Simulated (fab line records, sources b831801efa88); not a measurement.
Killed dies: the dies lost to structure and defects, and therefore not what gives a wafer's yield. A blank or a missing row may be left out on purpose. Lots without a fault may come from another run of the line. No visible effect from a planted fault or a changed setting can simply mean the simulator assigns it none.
Split-lot study    flow gf180mcu    23 wafers read across 5 lots, on a route 602 steps long

## ON THE SPLIT
At GF_VT_IMPLANT_IMPLANT_41, the setting doseCm2 was moved away from the recipe's 1.013e+12 on 8 of the 23 wafers read, by -2.8% to +6.6%. All remaining wafers had this setting at the recipe value.

## FROM THE SPLIT TO THE READING: what the file shows between them, 1 step
- GF_VT_IMPLANT_STRIP_42: strips in O2/N2

## THE READING
VT_IMPLANT_4_TW, at GF_VT_IMPLANT_TW_MEAS_43. On this fab line, fault-free wafers typically give 692.0 with a standard deviation of 2.5.

wafer   tool, chamber at the split  doseCm2 as run  against the recipe  VT_IMPLANT_4_TW  against lot-mates on the recipe
L076.3  implanter-03, 0             1.013e+12       recipe              695.7            -
L076.4  implanter-03, 0             1.013e+12       recipe              694.9            -
L076.6  implanter-03, 0             1.013e+12       recipe              691.4            -
L078.1  implanter-02, 0             1.013e+12       recipe              693.8            -
L078.2  implanter-02, 0             1.013e+12       recipe              690.1            -
L078.4  implanter-02, 0             1.08e+12        +6.6%               704.4            +12.4
L078.5  implanter-02, 0             1.08e+12        +6.6%               702.0            +10.0
L078.6  implanter-02, 0             1.08e+12        +6.6%               705.5            +13.5
L079.1  implanter-03, 0             1.013e+12       recipe              694.3            -
L079.2  implanter-03, 0             1.013e+12       recipe              694.4            -
L079.3  implanter-03, 0             1.013e+12       recipe              691.2            -
L079.4  implanter-03, 0             1.013e+12       recipe              690.8            -
L079.6  implanter-03, 0             1.013e+12       recipe              694.7            -
L080.1  implanter-04, 0             1.013e+12       recipe              686.7            -
L080.2  implanter-04, 0             1.069e+12       +5.5%               702.3            +12.8
L080.4  implanter-04, 0             1.013e+12       recipe              692.3            -
L080.5  implanter-04, 0             1.069e+12       +5.5%               697.8            +8.3
L080.6  implanter-04, 0             1.069e+12       +5.5%               703.1            +13.6
L083.1  implanter-04, 0             9.85e+11        -2.8%               684.8            -5.6
L083.2  implanter-04, 0             1.013e+12       recipe              691.1            -
L083.3  implanter-04, 0             1.013e+12       recipe              691.6            -
L083.5  implanter-04, 0             1.013e+12       recipe              688.4            -
L083.6  implanter-04, 0             9.85e+11        -2.8%               687.7            -2.7

FIT RESULTS
A straight line over all 23 wafers: VT_IMPLANT_4_TW changes by +1.77 for each +1% of doseCm2; r = +0.91; the points scatter about the line by 2.4.
The same after taking each lot's own level away (the mean of its wafers on the recipe; 23 wafers): +1.88 for each +1%; r = +0.94; scatter 2.
The reading moves by 12 for the largest change in doseCm2, on that fit.
From 689.50 to 694.00: that is the span of the lots' own levels, equal to 1.8 times the standard deviation above.
The two slopes agree, so the slope changes little with the lot-to-lot level.
Check: for one of the wafers moved furthest among these (+6.6%), held out of the fit, the line's prediction against its lot-mates is +12.6. Against them it came out at +12.4.

## THESE WAFERS: OTHER SPLITS
Note: prior to the reading, these wafers also went through further splits. Each is held against what the fit with the lots' levels taken away leaves over:
other split on the same wafers   wafers away from the commonest value  r with VT_IMPLANT_4_TW (lot level and that fit taken away)
GF_NWELL_COAT_02 spinRpm         7                                     +0.11
GF_LVPWELL_COAT_02 spinRpm       6                                     +0.28
GF_LVPWELL_IMPLANT_09 energyKev  3                                     +0.02
GF_MVPSD_SOFTBAKE_03 tempC       6                                     -0.10

## THE FILE'S OWN FIT
VT_IMPLANT_4_TW changes by +1.89 for each +1% of doseCm2, r = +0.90.
